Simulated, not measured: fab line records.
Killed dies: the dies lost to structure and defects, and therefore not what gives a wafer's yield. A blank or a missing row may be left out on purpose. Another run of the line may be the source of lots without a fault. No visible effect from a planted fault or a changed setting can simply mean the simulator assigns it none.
Problem report, 8D (eight disciplines) form, completed by code    flow sky130    the parts of the form that need people (team, actions taken, sign-off) are left out

1. PROBLEM STATEMENT
Wafers free of any fault read 6.95 ohm/sq (standard deviation 0.084) for CAPM_TIN_RS at SKY_CAPM_RS_MEAS_03, against a mean of 10.58 ohm/sq on 2 wafers of 2 lots. Measured from the usual mean, that is +43 standard deviations.
The step: measures by four-point-probe.
First seen on wafer L488.2, day 39 23:42, on filmMetro-01. At this step, 42 wafers from 14 lots have a number in the record. By rule, "out" or "out of limits" means more than 4 standard deviations away from the usual mean. Any other wafer with a number is counted as sound.

2. WHAT IT IS AND WHAT IT IS NOT
question                     is                 is not
which readings at this step  CAPM_TIN_RS        -
which lots                   L488, L492         L477, L481, L482, L484, L485, L486, L487, L489, L493, L497, L498, L500
which wafers of those lots   L488.2, L492.2     L488.1, L488.3, L492.3, L492.4
read on which gauges         filmMetro-01       filmMetro-02, filmMetro-03
when                         from day 39 23:42  up to then (23 sound wafers); but 17 sound wafers of L489, L492, L493, L497, L498, L500 came after

3. WHAT RULES OUT EACH SUSPECT
Counting: if a tool at a process step up to the reading ran every lot that is out, it stays a suspect. Sound lots after the first of them don't rule it out here, since some wafers of a struck lot are sound.
- the gauge at SKY_CAPM_RS_MEAS_03 is ruled out. All the wafers that are out were read on filmMetro-01, but those of them that SKY_CAPM_METAL_ETCH_13 has rows for are out there too, on other tools.
- pvdSputter-03 at SKY_METAL3_SPUTTER_03 (material Ti, target thk 5 nm, time 3.3 s): kept. Every lot that is out went through it, the first being L488 (day 39 23:26); the last sound lot it ran before that was L482 (day 37 23:52).
- pvdSputter-01 at SKY_CAPM_SPUTTER_02 (material TiN, target thk 200 nm, time 166.7 s): kept. Every lot that is out went through it, the first being L488 (day 39 23:35); the last sound lot it ran before that was L486 (day 39 06:03).
After counting, pvdSputter-03 at SKY_METAL3_SPUTTER_03 and pvdSputter-01 at SKY_CAPM_SPUTTER_02 remain.

4. THE CAUSE (what the simulator had put in)
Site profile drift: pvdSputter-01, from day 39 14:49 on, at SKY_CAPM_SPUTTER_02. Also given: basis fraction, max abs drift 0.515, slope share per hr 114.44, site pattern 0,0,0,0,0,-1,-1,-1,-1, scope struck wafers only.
Counting leaves 2 suspects; this tool is one of them.

5. THE EFFECT CHAIN, in route order
Each row: a reading whose mean over the struck wafers that have a number lies more than 3 standard deviations from the usual. Only readings for which the record gives a usual standard deviation are gone through. hours: the time from each lot's start at the first step in this table that gives one to its start at this step, as a median over the lots. sigmas: the change in usual standard deviations.
hours  step                    reading           usual        on struck wafers  change  sigmas
0      SKY_CAPM_RS_MEAS_03     CAPM_TIN_RS       6.95 ohm/sq  10.58             +3.63   +43
0      SKY_CAPM_THK_MEAS_04    CAPM_TIN_THK      197.0 nm     149.2             -47.8   -18
24     SKY_CAPM_METAL_ETCH_13  oesProductAu      0.937 a.u.   0.798             -0.139  -17
24     SKY_CAPM_METAL_ETCH_13  throttleValvePct  21.904 %     21.988            +0.084  +8.9
Its process steps:
- SKY_CAPM_METAL_ETCH_13: etches TiN in Cl2/BCl3, stops on SiO2, target depth 220 nm, time 62.9 s.
Later measuring or inspecting steps at which every struck wafer that the step has a row for has a number for every such reading, and none has moved that far: SKY_CAPM_OVL_MEAS_12.

6. WHAT WOULD HAVE CAUGHT IT SOONER
Counted from the fault's start at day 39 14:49, it took 9 hours until the first out-of-limits reading at a measuring or inspecting step in this record, taken at day 39 23:42.
Of the tool readings at SKY_CAPM_SPUTTER_02 for which the record gives a usual standard deviation, none was out on any struck wafer, so an alarm limit of 4 standard deviations on them would not have fired.
Of the lots that are out (2), L492 began SKY_CAPM_SPUTTER_02 on pvdSputter-01 after day 39 23:42. A tool hold placed at that time would have kept it from harm.
